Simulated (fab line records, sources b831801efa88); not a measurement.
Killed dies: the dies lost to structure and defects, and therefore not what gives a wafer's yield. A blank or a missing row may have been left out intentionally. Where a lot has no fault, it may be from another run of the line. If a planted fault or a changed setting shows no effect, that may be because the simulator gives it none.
Comparing a struck lot with a sound one :: flow sky130 :: 16 out of 708 route steps
Sound: the wafers L775.1, L775.2, L775.4. Wafers struck: L781.3, L781.5, L781.6. Last of all comes the cause.
At each step with rows: each side's tool, then ch and its chambers, then its first start. Under that, the readings that differ: sound wafers :: struck wafers :: difference of the means :: sigmas: that difference in standard deviations of wafers without a fault.
alike: words and numbers the same on both sides, and readings whose means are apart by under 2 such deviations; not compared: readings that were withheld, readings missing a value for some wafer, numbers with overlapping values and no deviation given by the record, and bounds like >300 which may hide the same value.
A row with sigmas, a row that says differs or no value, or rows on one side alone: a step with any of these is where the two part. Numbers that don't overlap but have no deviation are shown without sigmas and don't part them. A reading that every wafer of one side lacks parts them only if that side has two wafers or more.

SKY_NWELL_RS_MEAS_29: the measuring method here is four-point-probe.
  sound: film-metro-04 at day 7 03:23; struck: film-metro-04 at day 8 13:41
  alike: NWELL_RS
SKY_NWELL_RS_MEAS_31: the measuring method here is four-point-probe.
  sound: film-metro-04 at day 7 03:38; struck: film-metro-04 at day 8 13:55
  alike: PWDE_RS
then, 7 steps without rows for these wafers: SKY_VT_ADJUST_HVTP_DEHYDRATE_00 (time 60 s); SKY_VT_ADJUST_HVTP_HMDS_01 (prime time 60 s); SKY_VT_ADJUST_HVTP_COAT_02 (resist thk 1140 nm); SKY_VT_ADJUST_HVTP_SOFTBAKE_03 (time 60 s); SKY_VT_ADJUST_HVTP_EXPOSE_04 (exposes mask HVTPM, target cd 380 nm); SKY_VT_ADJUST_HVTP_PEB_05; SKY_VT_ADJUST_HVTP_DEVELOP_06 (develop time 60 s).
SKY_VT_ADJUST_HVTP_CD_MEAS_07: the cd target is 380 nm.
  sound: cd-sem-02 at day 7 23:37; struck: cd-sem-01 at day 9 10:59
  alike: cd-nm
SKY_VT_ADJUST_HVTP_OVL_MEAS_08:
  sound: overlay-01 at day 7 23:44; struck: overlay-02 at day 9 11:04
  alike: VT_ADJUST_HVTP_OVL
SKY_VT_ADJUST_HVTP_IMPLANT_09:
  sound on implanter-02 ch 0, day 7 23:46; struck on implanter-01 ch 0, day 9 11:08
reading: dose-ions-cm2
sound: 4.304e+12 4.304e+12 4.298e+12
struck: 2.533e+12 2.537e+12 2.537e+12
difference: -1.766e+12
sigmas: -99 or more

reading: faraday-current-uA
sound: 24.8 24.2 23.3
struck: 14.0 14.3 14.6
difference: -9.8
sigmas: -20
SKY_VT_ADJUST_HVTP_STRIP_10: strips in O2/N2.
  sound on plasma-asher-03 ch 0,1, day 7 23:55; struck on plasma-asher-02 ch 0,1, day 9 11:17
  alike: drypump-motor-current-A, oes-product-au, strip-time-to-endpoint-s
  not compared: rf-hours-counter-h
SKY_VT_ADJUST_HVTP_TW_MEAS_11:
  sound: film-metro-04 at day 8 00:01; struck: film-metro-01 at day 9 11:22
reading: VT_ADJUST_HVTP_TW
sound: 1331 1336 1332
struck: 1171 1170 1166
difference: -164
sigmas: -7
then, 1 step without rows for these wafers: SKY_VT_ADJUST_LVTN_DEHYDRATE_00 (time 60 s).
-- a jump in the record: the struck wafers' starts before and after are 40 days apart (it breaks off in module VT_ADJUST_LVTN and resumes in module PAD_OPEN, where the first step shown is number 708 of the route) --
SKY_PAD_OPEN_PROBE_99:
  sound: prober-02 at day 47 21:39; struck: prober-02 at day 49 05:22
reading: killed-dies
sound: 70 74 70
struck: 89 84 100
difference: +20
sigmas: +2
  alike: killed_at_M0_to_M3, killed_at_M4_up, killed-at-contacts, killed-at-front-end, killed-at-other, killed-open, killed-short

WHERE THEY PART
At SKY_VT_ADJUST_HVTP_IMPLANT_09 first; at SKY_PAD_OPEN_PROBE_99 last (within this record only).

WHY: whatever the simulator had introduced
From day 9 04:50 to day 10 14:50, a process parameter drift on implanter-01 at SKY_VT_ADJUST_HVTP_IMPLANT_09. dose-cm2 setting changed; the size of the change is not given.
